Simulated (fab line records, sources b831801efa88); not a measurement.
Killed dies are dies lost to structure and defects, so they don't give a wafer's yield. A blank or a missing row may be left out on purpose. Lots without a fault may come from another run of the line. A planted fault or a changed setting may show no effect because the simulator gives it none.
Which tool did it? | flow gf180mcu | 11 lots, 30 wafers sampled, at 5 steps of a route of 602

WHAT THE GAUGES READ, wafer by wafer
GF_V2_RS_MEAS_24: measures by four-point-probe.
lot  | measured     | on            | V2_W_RS (ohm/sq)
L230 | day 20 07:04 | film_metro-03 | 0.323 0.326 0.328
L234 | day 21 19:21 | film_metro-02 | 0.334 0.329 0.331
L235 | day 22 07:47 | film_metro-02 | 0.325 0.324 0.326
L239 | day 23 13:41 | film_metro-03 | 0.329 0.326 0.328
L240 | day 24 01:31 | film_metro-02 | 0.329 0.324 0.329
L241 | day 24 05:46 | film_metro-03 | 0.328 0.327 0.328
L242 | day 24 16:51 | film_metro-02 | 0.328 0.898
L243 | day 25 02:50 | film_metro-03 | 0.851 0.849
L245 | day 25 17:55 | film_metro-03 | 0.320 0.867
L252 | day 27 17:13 | film_metro-04 | 0.329 0.329 0.327
L253 | day 27 18:24 | film_metro-03 | 0.329 0.319 0.321

GF_V2_THK_MEAS_25: measures by xrf.
lot  | measured     | on            | V2_W_THK (nm)
L230 | day 20 07:10 | film_metro-03 | 386 381 378
L234 | day 21 19:28 | film_metro-02 | 365 371 367
L235 | day 22 07:53 | film_metro-02 | 376 378 374
L239 | day 23 13:47 | film_metro-03 | 372 377 374
L240 | day 24 01:38 | film_metro-02 | 371 374 370
L241 | day 24 05:53 | film_metro-03 | 376 377 375
L242 | day 24 16:57 | film_metro-02 | 369 134
L243 | day 25 02:55 | film_metro-03 | 142 144
L245 | day 25 18:02 | film_metro-03 | 386 140
L252 | day 27 17:20 | film_metro-04 | 366 368 366
L253 | day 27 18:31 | film_metro-03 | 365 377 374

WHICH TOOL RAN EACH LOT (tool, then ch and the chambers of the sampled wafers, then the start)
lot  | GF_V2_ETCH_17                                 | GF_V2_STRIP_18                       | GF_V2_CVD_23
L230 | rie_diel-03 ch 0,2, day 20 06:13 or earlier   | plasma_asher-02 ch 0,1, day 20 06:13 | cvd_w-01 ch 1, day 20 06:53
L234 | rie_diel-03 ch 0,2,3, day 21 18:16 or earlier | plasma_asher-02 ch 0, day 21 18:16   | cvd_w-02 ch 0,1, day 21 19:14
L235 | rie_diel-04 ch 0,3, day 22 07:02 or earlier   | plasma_asher-02 ch 0,1, day 22 07:02 | cvd_w-01 ch 0,1, day 22 07:40
L239 | rie_diel-03 ch 0,1,3, day 23 12:52 or earlier | plasma_asher-02 ch 0,1, day 23 12:52 | cvd_w-01 ch 0,1, day 23 13:33
L240 | rie_diel-04 ch 0,1,3, day 24 00:45 or earlier | plasma_asher-04 ch 0,1, day 24 00:45 | cvd_w-01 ch 0,1, day 24 01:23
L241 | rie_diel-04 ch 0,3, day 24 05:01 or earlier   | plasma_asher-04 ch 0,1, day 24 05:01 | cvd_w-01 ch 0,1, day 24 05:38
L242 | rie_diel-01 ch 1,2, day 24 16:05 or earlier   | plasma_asher-01 ch 0,1, day 24 16:05 | cvd_w-01 ch 0,1, day 24 16:44
L243 | rie_diel-01 ch 0, day 25 02:02 or earlier     | plasma_asher-01 ch 1, day 25 02:02   | cvd_w-01 ch 0,1, day 25 02:42
L245 | rie_diel-01 ch 0,1, day 25 17:10 or earlier   | plasma_asher-04 ch 1, day 25 17:10   | cvd_w-01 ch 0,1, day 25 17:47
L252 | rie_diel-04 ch 0,1,2, day 27 16:28 or earlier | plasma_asher-04 ch 0,1, day 27 16:28 | cvd_w-02 ch 0,1, day 27 17:07
L253 | rie_diel-04 ch 0,1,3, day 27 17:40 or earlier | plasma_asher-02 ch 0,1, day 27 17:40 | cvd_w-02 ch 0,1, day 27 18:17
- GF_V2_ETCH_17: etches SiO2 in C4F8/O2/Ar, stops on TiN, target depth 630 nm.
- GF_V2_STRIP_18: strips in O2/N2.
- GF_V2_CVD_23: deposits W, target thk 350 nm, time 104.94 s.

WHAT THE TOOLS THEMSELVES READ (means of the sampled wafers that have a number; where no wafer has one, the mark that the record gives instead)
GF_V2_ETCH_17.
lot  | tool        | oes_product_au (a.u.)
L230 | rie_diel-03 | 0.861
L234 | rie_diel-03 | 0.852
L235 | rie_diel-04 | 0.853
L239 | rie_diel-03 | 0.858
L240 | rie_diel-04 | 0.856
L241 | rie_diel-04 | 0.857
L242 | rie_diel-01 | 0.854
L243 | rie_diel-01 | 0.857
L245 | rie_diel-01 | 0.853
L252 | rie_diel-04 | 0.855
L253 | rie_diel-04 | 0.850

GF_V2_STRIP_18.
lot  | tool            | drypump_motor_current_A (A) | heater_power_w (W) | o2_flow_sccm (sccm) | oes_product_au (a.u.)
L230 | plasma_asher-02 | 5.5                         | 318                | 3008                | 0.599
L234 | plasma_asher-02 | 6.0                         | 304                | 3005                | 0.593
L235 | plasma_asher-02 | 5.8                         | 306                | 2996                | 0.594
L239 | plasma_asher-02 | 5.8                         | 315                | 2996                | 0.591
L240 | plasma_asher-04 | 5.5                         | 356                | 2996                | 0.590
L241 | plasma_asher-04 | 5.6                         | 340                | 3002                | 0.594
L242 | plasma_asher-01 | 5.9                         | 396                | 2994                | 0.595
L243 | plasma_asher-01 | 6.2                         | 336                | 2996                | 0.591
L245 | plasma_asher-04 | 5.3                         | 372                | 2998                | 0.588
L252 | plasma_asher-04 | 5.6                         | 339                | 2998                | 0.592
L253 | plasma_asher-02 | 5.5                         | 318                | 2992                | 0.594

GF_V2_CVD_23.
lot  | tool     | heater_power_w (W)
L230 | cvd_w-01 | 866
L234 | cvd_w-02 | 797
L235 | cvd_w-01 | 848
L239 | cvd_w-01 | 856
L240 | cvd_w-01 | 855
L241 | cvd_w-01 | 877
L242 | cvd_w-01 | 879
L243 | cvd_w-01 | 844
L245 | cvd_w-01 | 857
L252 | cvd_w-02 | 803
L253 | cvd_w-02 | 796

THE ANSWER, worked out from the rows above alone
Rule: what is usual is taken from the lots themselves. Put in order of their means at a reading, lots are off if they are a third of the lots or fewer, leave a main group of 4 or more, and stand apart from it by a gap of 3 or more times the standard deviation of the main group's means; of several such gaps the widest counts. A main group whose means are all the same, to the digits that the tables above print for the reading, isn't used. A lot without any number at a reading at which 4 lots or more have one is off too. The other lots that the step has rows for count as sound. The gauges are gone through in route order, then the tools' own readings, and for those a lot's mean is taken as printed above. The first step at which some lot is off is used, and at that step the reading that is off furthest; a lot without a number counts as furthest.
Off: L242, L243, L245, at GF_V2_RS_MEAS_24 (V2_W_RS). The main group: mean 0.327 ohm/sq, standard deviation 0.0023.
A tool fits if, at a process step before that reading, it ran every lot that is off, and no sound lot after the first of them. The gauges at GF_V2_RS_MEAS_24 are tried like those tools. GF_V2_ETCH_17 gives no start for some lots, so the hours and the order of its lots are those of GF_V2_STRIP_18. Can't be told from this: 2 tools fit, rie_diel-01 at GF_V2_ETCH_17, cvd_w-01 at GF_V2_CVD_23.

WHAT THE SIMULATOR HAD PUT IN
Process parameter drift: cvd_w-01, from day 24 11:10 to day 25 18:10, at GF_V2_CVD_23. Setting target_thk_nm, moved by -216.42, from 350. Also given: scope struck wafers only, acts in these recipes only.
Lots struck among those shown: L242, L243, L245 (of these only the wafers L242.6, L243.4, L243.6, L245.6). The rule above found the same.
